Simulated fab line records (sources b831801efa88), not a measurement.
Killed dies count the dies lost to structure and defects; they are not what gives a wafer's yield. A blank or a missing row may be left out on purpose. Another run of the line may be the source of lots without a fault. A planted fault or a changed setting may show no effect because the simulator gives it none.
fab line records ; flow sky130 ; part 2 of 2: steps 39 to 49 of 49
[record] lots = 5; wafers = 15; last-day = 49
route steps=708 shown VT_ADJUST_NCORE@130 VT_ADJUST_HVTR@131 VT_ADJUST_PCH@143 SONOS_TUNNEL@154 SONOS_ONO@168
lots that met no fault: taken from a fault-free run of the same line
start-h: the number of hours between the record's first day and the start of the first shown wafer of the lot ; wait-h: time in hours since the lot's previous step ; " unchanged from the row above ; L1.1+2: one row covering several wafers at once ; - no value present, or no start provided ; * or withheld: withheld ; < > ~ a bound
route shown NAME@n: NAME is a module with steps in the file, n the number in the route of the first one ; usual: mean/standard deviation taken from wafers without a fault ; same: alike in all rows ; chamber/n: place in a boat ; sites: the reading at each site ; _std_site: the standard deviation of these ; _edge_site: outer sites' mean less inner sites' ; radius-mm: for every site, how far away it sits from the centre of the wafer ; mask NAME#n: copy n ; behind: tool/chamber where the wafer was last shaped ; hold: why the lot went on hold/how many hours it stayed there/how the hold came to an end ; device: the n, p or np transistor that did not switch ; end of line: the route-end tests of the same wafers ; step lacking rows: just its recipe ; killed: dies that structure and defects cost at the first sort, which is not the same as the wafer's yield ; map: dies across one wafer; x = killed, . = not, _ = none there
set.NAME: the setting that was run; set.NAME@STEP: the one run at that earlier step ; model.NAME: the simulator's own value behind a step, which no gauge read
certain route steps with their lots: each step a table, each wafer a row
services: when a tool's chamber went out of use (start-h, in hours from the record's first day, below 0 if earlier), for how many hours, and the reason
[[steps]]
[step SKY_SONOS_ONO_OXIDATION_00]
[recipe] temp-c = 800; ambient = O2; idle-temp-c = 700; ramp-up-c-per-min = 10; ramp-down-c-per-min = 3; stabilise-s = 600; purge-s = 300; target-thk-a = 26; ox-time-s = 1249
[usual] zone-power-centre-pct = 13.91/0.2; zone-power-lower-pct = 15.1/1.1
[same] stabilise-s = 600
lot.wafer;tool;chamber;start-h;wait-h;zone-power-centre-pct;zone-power-lower-pct
L076.2;furnace-01;0;269.53;0.5;13.94;14.4
L076.5;furnace-01;0;269.53;0.5;13.92;14.2
L076.6;furnace-01;0;269.53;0.5;14.05;14.2
L082.1;furnace-01;0;313.83;0.0;14.21;14.3
L082.4;furnace-01;0;313.83;0.0;14.01;14.4
L082.6;furnace-01;0;313.83;0.0;13.91;14.3
L091.3;furnace-01;0;382.09;0.8;13.89;14.6
L091.5;furnace-01;0;382.09;0.8;13.95;14.3
L091.6;furnace-01;0;382.09;0.8;14.04;14.5
L094.2;furnace-02;0;407.60;0.9;13.62;16.9
L094.3;furnace-02;0;407.60;0.9;13.74;16.7
L094.4;furnace-02;0;407.60;0.9;13.60;16.6
L095.1;furnace-01;0;414.34;1.0;14.09;14.3
L095.2;furnace-01;0;414.34;1.0;13.98;14.2
L095.4;furnace-01;0;414.34;1.0;13.98;14.3
[step SKY_SONOS_ONO_THK_MEAS_01]
[recipe] reads = SiO2_of_SONOS_ONO_OXIDATION_00
[usual] SONOS_ONO_OXIDATION_THK = 2.58/0.056
lot.wafer;tool;chamber;start-h;wait-h;SONOS_ONO_OXIDATION_THK[nm]
L076.2;film-metro-03;-;270.88;0.0;2.52
L076.5;film-metro-03;-;270.88;0.0;2.63
L076.6;film-metro-03;-;270.88;0.0;2.57
L082.1;film-metro-04;-;315.17;0.0;2.50
L082.4;film-metro-04;-;315.17;0.0;2.51
L082.6;film-metro-04;-;315.17;0.0;2.47
L091.3;film-metro-03;-;383.46;0.0;2.62
L091.5;film-metro-03;-;383.46;0.0;2.57
L091.6;film-metro-03;-;383.46;0.0;2.56
L094.2;film-metro-01;-;408.95;0.0;2.62
L094.3;film-metro-01;-;408.95;0.0;2.61
L094.4;film-metro-01;-;408.95;0.0;2.51
L095.1;film-metro-03;-;415.68;0.0;2.60
L095.2;film-metro-03;-;415.68;0.0;2.65
L095.4;film-metro-03;-;415.68;0.0;2.60
[step SKY_SONOS_ONO_CVD_02]
[recipe] material = Si3N4; precursor = DCS/NH3; target-thk-nm = 10.5; temp-c = 770; time-s = 180; pressure-mtorr = 246.2
[usual] susceptor-temp-C = 770.0/0.36; zone-power-centre-pct = 11.9/0.46; zone-power-lower-pct = 12.6/0.7
lot.wafer;tool;chamber;start-h;wait-h;susceptor-temp-C;zone-power-centre-pct;zone-power-lower-pct
L076.2;lpcvd-02;1;270.93;0.0;770.3;12.1;13.1
L076.5;lpcvd-02;1;270.93;0.0;770.2;12.1;13.1
L076.6;lpcvd-02;1;270.93;0.0;770.3;12.1;13.3
L082.1;lpcvd-02;0;315.77;0.6;769.7;11.4;11.7
L082.4;lpcvd-02;0;315.77;0.6;770.0;11.5;11.9
L082.6;lpcvd-02;0;315.77;0.6;769.8;11.4;11.6
L091.3;lpcvd-02;1;383.52;0.0;770.1;12.4;13.0
L091.5;lpcvd-02;1;383.52;0.0;770.2;12.4;13.2
L091.6;lpcvd-02;1;383.52;0.0;770.5;12.2;13.2
L094.2;lpcvd-02;0;410.80;1.8;769.4;11.4;11.8
L094.3;lpcvd-02;0;410.80;1.8;769.7;11.4;11.7
L094.4;lpcvd-02;0;410.80;1.8;769.9;11.6;11.9
L095.1;lpcvd-02;1;415.74;0.1;769.8;12.3;13.2
L095.2;lpcvd-02;1;415.74;0.1;769.9;12.1;13.3
L095.4;lpcvd-02;1;415.74;0.1;769.9;12.3;13.4
[step SKY_SONOS_ONO_THK_MEAS_03]
[recipe] reads = Si3N4_of_SONOS_ONO_CVD_02
[usual] SONOS_ONO_CVD_02_THK = 10.53/0.13
lot.wafer;tool;chamber;start-h;wait-h;SONOS_ONO_CVD_02_THK[nm]
L076.2;film-metro-04;-;271.99;0.0;10.78
L076.5;film-metro-04;-;271.99;0.0;10.75
L076.6;film-metro-04;-;271.99;0.0;10.76
L082.1;film-metro-04;-;316.82;0.0;10.66
L082.4;film-metro-04;-;316.82;0.0;10.54
L082.6;film-metro-04;-;316.82;0.0;10.67
L091.3;film-metro-01;-;384.59;0.0;10.54
L091.5;film-metro-01;-;384.59;0.0;10.56
L091.6;film-metro-01;-;384.59;0.0;10.43
L094.2;film-metro-03;-;411.86;0.0;10.35
L094.3;film-metro-03;-;411.86;0.0;10.41
L094.4;film-metro-03;-;411.86;0.0;10.34
L095.1;film-metro-01;-;416.79;0.0;10.42
L095.2;film-metro-01;-;416.79;0.0;10.51
L095.4;film-metro-01;-;416.79;0.0;10.51
[step SKY_SONOS_ONO_CVD_04]
[recipe] material = SiO2; precursor = SiH4/N2O; target-thk-nm = 5.7199; temp-c = 900; pressure-mtorr = 400
[usual] susceptor-temp-C = 900.0/0.32; zone-power-centre-pct = 18.3/2.7; zone-power-lower-pct = 17.7/0.31
lot.wafer;tool;chamber;start-h;wait-h;susceptor-temp-C;zone-power-centre-pct;zone-power-lower-pct
L076.2;lpcvd-03;0;272.04;0.0;899.5;16.1;18.0
L076.5;lpcvd-03;0;272.04;0.0;900.1;16.0;17.9
L076.6;lpcvd-03;0;272.04;0.0;899.5;16.3;17.7
L082.1;lpcvd-03;1;316.88;0.1;900.0;21.1;17.6
L082.4;lpcvd-03;1;316.88;0.1;899.8;21.2;17.3
L082.6;lpcvd-03;1;316.88;0.1;899.5;21.3;17.4
L091.3;lpcvd-03;0;384.63;0.0;900.1;16.1;17.8
L091.5;lpcvd-03;0;384.63;0.0;900.0;16.3;18.2
L091.6;lpcvd-03;0;384.63;0.0;900.1;15.8;17.9
L094.2;lpcvd-03;1;411.91;0.0;899.9;21.0;17.2
L094.3;lpcvd-03;1;411.91;0.0;900.0;21.5;17.5
L094.4;lpcvd-03;1;411.91;0.0;900.3;21.3;17.3
L095.1;lpcvd-03;1;416.85;0.1;899.7;21.3;17.6
L095.2;lpcvd-03;1;416.85;0.1;899.5;21.4;17.5
L095.4;lpcvd-03;1;416.85;0.1;900.1;21.9;17.4
[step SKY_SONOS_ONO_THK_MEAS_05]
[recipe] reads = SiO2_of_SONOS_ONO_CVD_04
[usual] SONOS_ONO_CVD_04_THK = 5.75/0.12
lot.wafer;tool;chamber;start-h;wait-h;SONOS_ONO_CVD_04_THK[nm]
L076.2;film-metro-04;-;273.30;0.0;5.58
L076.5;film-metro-04;-;273.30;0.0;5.64
L076.6;film-metro-04;-;273.30;0.0;5.65
L082.1;film-metro-04;-;318.13;0.0;5.77
L082.4;film-metro-04;-;318.13;0.0;5.64
L082.6;film-metro-04;-;318.13;0.0;5.80
L091.3;film-metro-04;-;385.90;0.0;5.61
L091.5;film-metro-04;-;385.90;0.0;5.75
L091.6;film-metro-04;-;385.90;0.0;5.75
L094.2;film-metro-03;-;413.17;0.0;5.62
L094.3;film-metro-03;-;413.17;0.0;5.75
L094.4;film-metro-03;-;413.17;0.0;5.75
L095.1;film-metro-01;-;418.10;0.0;5.95
L095.2;film-metro-01;-;418.10;0.0;5.72
L095.4;film-metro-01;-;418.10;0.0;5.75
[step SKY_SONOS_ONO_DEHYDRATE_06]
[recipe] temp-c = 200; time-s = 60
lot.wafer;tool;chamber;start-h;wait-h
L076.2+5+6;litho-track-02;0;284.51;11.2
L082.1+4+6;litho-track-02;0;330.04;11.9
L091.3+5+6;litho-track-02;0;399.94;14.0
L094.2+3+4;litho-track-01;0;427.30;14.1
L095.1+2+4;litho-track-01;0;433.77;15.7
[step SKY_SONOS_ONO_HMDS_07]
[recipe] prime-time-s = 60; prime-temp-c = 120
[same] prime-time-s = 60
lot.wafer;tool;chamber;start-h;wait-h
L076.2+5+6;litho-track-02;0;284.66;0.1
L082.1+4+6;litho-track-02;0;330.19;0.1
L091.3+5+6;litho-track-02;0;400.09;0.1
L094.2+3+4;litho-track-01;0;427.45;0.1
L095.1+2+4;litho-track-01;0;433.92;0.1
[step SKY_SONOS_ONO_COAT_08]
[recipe] resist = NOVOLAK; spin-rpm = 3000; resist-thk-nm = 1140
lot.wafer;tool;chamber;start-h;wait-h
L076.2+5+6;litho-track-02;0;284.81;0.1
L082.1+4+6;litho-track-02;0;330.34;0.1
L091.3+5+6;litho-track-02;0;400.24;0.1
L094.2+3+4;litho-track-01;0;427.60;0.1
L095.1+2+4;litho-track-01;0;434.07;0.1
[step SKY_SONOS_ONO_SOFTBAKE_09]
[recipe] temp-c = 90; time-s = 60; resist = NOVOLAK
lot.wafer;tool;chamber;start-h;wait-h
L076.2+5+6;litho-track-02;0;284.96;0.1
L082.1+4+6;litho-track-02;0;330.49;0.1
L091.3+5+6;litho-track-02;0;400.39;0.1
L094.2+3+4;litho-track-01;0;427.75;0.1
L095.1+2+4;litho-track-01;0;434.22;0.1
[step SKY_SONOS_ONO_EXPOSE_10]
[recipe] mask-id = ONOM; target-cd-nm = 410; na = 0.6; source-shape = conventional; sigma-outer = 0.6; dose-mj = 150
lot.wafer;tool;chamber;start-h;wait-h;mask
L076.2+5+6;iline-stepper-01;0;-;-;ONOM#0
L082.1+4+6;iline-stepper-02;0;-;-;ONOM#0
L091.3+5+6;iline-stepper-01;0;-;-;ONOM#0
L094.2+3+4;iline-stepper-01;0;-;-;ONOM#0
L095.1+2+4;iline-stepper-02;0;-;-;ONOM#0
[[services]]
tool;chamber;start-h;hours;kind
iline-stepper-01;-;185.99;4.4;pm
iline-stepper-01;-;190.75;2.1;pm
iline-stepper-01;-;200.79;1.7;pm
iline-stepper-01;-;213.55;2.7;repair
plasma-asher-02;-;217.26;1.2;repair
lpcvd-03;-;217.51;1.0;repair
implanter-01;-;221.91;4.9;pm
furnace-01;-;231.43;13.4;repair
implanter-01;-;233.20;2.2;pm
lpcvd-02;-;239.18;2.8;pm
implanter-04;-;241.87;2.8;repair
lpcvd-03;-;247.86;0.7;repair
furnace-01;-;253.56;4.0;pm
furnace-01;-;280.50;4.3;pm
implanter-01;-;283.57;2.3;repair
furnace-01;-;333.05;4.9;pm
plasma-asher-03;-;337.37;36.5;pm
iline-stepper-02;-;357.93;0.9;repair
plasma-asher-03;-;376.81;0.8;repair
iline-stepper-02;-;387.33;1.7;pm
implanter-04;-;400.74;4.6;pm
plasma-asher-03;-;404.21;0.4;repair
iline-stepper-01;-;418.90;1.7;pm
plasma-asher-02;-;425.99;15.6;repair
